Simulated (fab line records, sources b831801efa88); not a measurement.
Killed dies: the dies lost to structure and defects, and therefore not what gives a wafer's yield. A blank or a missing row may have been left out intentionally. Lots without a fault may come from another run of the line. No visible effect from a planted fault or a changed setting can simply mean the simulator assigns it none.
A lot that was struck, set against a sound lot -- flow gf180mcu -- 18 out of 602 route steps
Sound: these wafers, L449.1, L449.4, L449.6. Wafers struck: L460.3, L460.5, L460.6. The cause comes at the end.
At each step with rows: each side's tool, then ch and its chambers, then its first start. Under that, the readings that differ: sound wafers -- struck wafers -- difference of the means -- sigmas: that difference in standard deviations of wafers without a fault.
alike: a reading whose means differ by less than 2 such deviations, as well as words and numbers matching on both sides. not compared: withheld readings; readings where some wafer has no value; bounds like >300 that might hide an equal value; numbers whose values overlap and for which the record gives no deviation.
The two part at a step that has a row with sigmas, a row that says differs or no value, or rows on one side only. Numbers that have no deviation but don't overlap get no sigmas and don't part them. A reading that every wafer of one side lacks parts them only if that side has two wafers or more.

first, 3 steps without rows for these wafers: GF_HV_LDD_EXPOSE_16 (exposes mask Pplus LV AREA, target cd 400 nm); GF_HV_LDD_PEB_17; GF_HV_LDD_DEVELOP_18 (develop time 60 s).
GF_HV_LDD_CD_MEAS_19: the cd target is 400 nm.
  sound: cd_sem-01 at day 14 01:26; struck: cd_sem-01 at day 16 20:09
  alike: cd_nm
GF_HV_LDD_OVL_MEAS_20:
  sound: overlay-02 at day 14 01:34; struck: overlay-02 at day 16 20:14
  alike: HV_LDD_01_OVL
after that, 1 step had no rows for these wafers: GF_HV_LDD_IMPLANT_21.
GF_HV_LDD_STRIP_22: strips in O2/N2.
  sound on plasma_asher-02 ch 0,1, day 14 01:45; struck on plasma_asher-02 ch 0,1, day 16 20:27
reading,sound,struck,difference,sigmas
strip_time_to_endpoint_s (s),12.69 12.68 12.72,12.58 12.56 12.56,-0.13,-3
  alike: chamber_pressure_mTorr, drypump_motor_current_A, heater_power_w, o2_flow_sccm, oes_product_au
  not compared: rf_hours_counter_h
GF_HV_LDD_TW_MEAS_23:
  sound: film_metro-02 at day 14 01:51; struck: film_metro-03 at day 16 20:32
  alike: HV_LDD_2_TW
then, 4 steps without rows for these wafers: GF_HV_LDD_DEHYDRATE_24 (time 60 s); GF_HV_LDD_HMDS_25 (prime time 60 s); GF_HV_LDD_COAT_26 (resist thk 1000 nm); GF_HV_LDD_SOFTBAKE_27 (time 60 s).
GF_HV_LDD_EXPOSE_28: exposes mask Nplus HV AREA, target cd 400 nm.
  sound on iline_stepper-02 ch 0, day 14 12:25; struck on iline_stepper-02 ch 0, day 17 08:23
reading,sound,struck,difference,sigmas
model.HV_LDD.overlay_x_nm (nm),-0.1525 -0.1525 -0.1525,54.99 54.99 54.99,+55.14,
  alike: mask
then, 2 steps without rows for these wafers: GF_HV_LDD_PEB_29; GF_HV_LDD_DEVELOP_30 (develop time 60 s).
GF_HV_LDD_CD_MEAS_31: the cd target is 400 nm.
  sound: cd_sem-02 at day 14 22:32; struck: cd_sem-02 at day 17 19:41
  alike: cd_nm
GF_HV_LDD_OVL_MEAS_32:
  sound: overlay-01 at day 14 22:40; struck: overlay-01 at day 17 19:59
reading,sound,struck,difference,sigmas
HV_LDD_02_OVL (nm),0.2 -1.1 -1.8,57.3 55.4 56.9,+57.4,+36
  not compared: hold
after that, 1 step had no rows for these wafers: GF_PASSIVATION_PROBE_99.

== WHERE THEY PART ==
Earliest at GF_HV_LDD_STRIP_22; latest, in this record, at GF_HV_LDD_OVL_MEAS_32.

WHY: the cause the simulator had injected
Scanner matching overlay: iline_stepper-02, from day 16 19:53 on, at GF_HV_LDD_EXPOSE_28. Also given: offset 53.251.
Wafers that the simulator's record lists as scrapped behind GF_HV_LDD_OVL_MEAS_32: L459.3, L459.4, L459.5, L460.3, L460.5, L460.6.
